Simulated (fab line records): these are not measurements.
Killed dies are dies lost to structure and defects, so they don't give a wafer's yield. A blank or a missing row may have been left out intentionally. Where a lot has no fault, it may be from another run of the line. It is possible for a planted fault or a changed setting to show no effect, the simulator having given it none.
A struck lot beside a sound one    flow gf180mcu    19 steps out of a route of 602
Sound: the wafers L820.1, L820.4, L820.6. Wafers L809.1, L809.2, L809.4 were the ones struck. The cause comes at the end.
Order at every step that has rows: each side's tool, ch and its chambers, its first start. Under that, the readings that differ: sound wafers    struck wafers    difference of the means    sigmas: that difference in standard deviations of wafers without a fault.
alike: same words and numbers on both sides, and readings whose means sit less than 2 such deviations apart. not compared: any withheld reading, any reading some wafer has no value for, any bound like >300 that may hide the same value, and any number with overlapping values for which the record gives no deviation.
A row with sigmas, a row that says differs or no value, or rows on one side alone: a step with any of these is where the two part. When numbers do not overlap yet have no deviation, they are printed without sigmas and do not part them. Lack of a reading on every wafer of one side parts them only where that side has two or more wafers.

first, 4 steps without rows for these wafers: GF_NSD_SOFTBAKE_03 (time 60 s); GF_NSD_EXPOSE_04 (exposes mask Nplus, target cd 400 nm); GF_NSD_PEB_05; GF_NSD_DEVELOP_06 (develop time 60 s).
GF_NSD_CD_MEAS_07 targets a cd of 400 nm.
  sound: cdSem-01 at day 20 11:05; struck: cdSem-02 at day 17 14:44
reading    sound              struck             difference  sigmas
cdNm (nm)  403.6 398.5 404.3  395.3 396.3 395.4  -6.5        -2
GF_NSD_OVL_MEAS_08:
  sound: overlay-02 at day 20 11:13; struck: overlay-02 at day 17 14:51
  alike: NSD_OVL
then, 2 steps without rows for these wafers: GF_NSD_IMPLANT_09; GF_NSD_IMPLANT_10.
GF_NSD_STRIP_11: strips in O2/N2.
  sound on plasmaAsher-03 ch 0,1, day 20 11:33; struck on plasmaAsher-04 ch 0,1, day 17 15:14
reading                   sound              struck             difference  sigmas
heaterPowerW (W)          304 386 394        293 292 294        -68         -2
stripTimeToEndpointS (s)  22.91 22.94 22.92  23.02 22.98 23.03  +0.09       +2
  alike: chamberPressureMTorr, drypumpMotorCurrentA, n2FlowSccm, oesProductAu
  not compared: rfHoursCounterH
GF_NSD_TW_MEAS_12:
  sound: filmMetro-02 at day 20 11:39; struck: filmMetro-02 at day 17 15:20
  alike: NSD_TW
then, 2 steps without rows for these wafers: GF_PSD_DEHYDRATE_00 (time 60 s); GF_PSD_HMDS_01 (prime time 60 s).
GF_PSD_COAT_02: resist thk 1000 nm.
  sound on lithoTrack-03 ch 0, day 20 22:26; struck on lithoTrack-02, day 18 02:05
  no value came back on the struck wafers for chillPlateTempC (C), dispensePressureKPa (kPa); on the sound wafers chillPlateTempC (C) reads 22.87 22.73 22.89
then, 4 steps without rows for these wafers: GF_PSD_SOFTBAKE_03 (time 60 s); GF_PSD_EXPOSE_04 (exposes mask Pplus, target cd 400 nm); GF_PSD_PEB_05; GF_PSD_DEVELOP_06 (develop time 60 s).
GF_PSD_CD_MEAS_07 targets a cd of 400 nm.
  sound: cdSem-01 at day 21 10:49; struck: cdSem-01 at day 18 14:50
reading    sound              struck  difference                     sigmas
cdNm (nm)  396.7 396.9 393.8  - - -   no value on the struck wafers  
GF_PSD_OVL_MEAS_08:
  sound: overlay-01 at day 21 10:56; struck: overlay-01 at day 18 14:57
reading       sound          struck  difference                     sigmas
PSD_OVL (nm)  -0.4 -0.1 0.4  - - -   no value on the struck wafers  

== WHERE THEY PART ==
First at GF_NSD_CD_MEAS_07; last, within this record, at GF_PSD_OVL_MEAS_08.

WHY: whatever the simulator had introduced
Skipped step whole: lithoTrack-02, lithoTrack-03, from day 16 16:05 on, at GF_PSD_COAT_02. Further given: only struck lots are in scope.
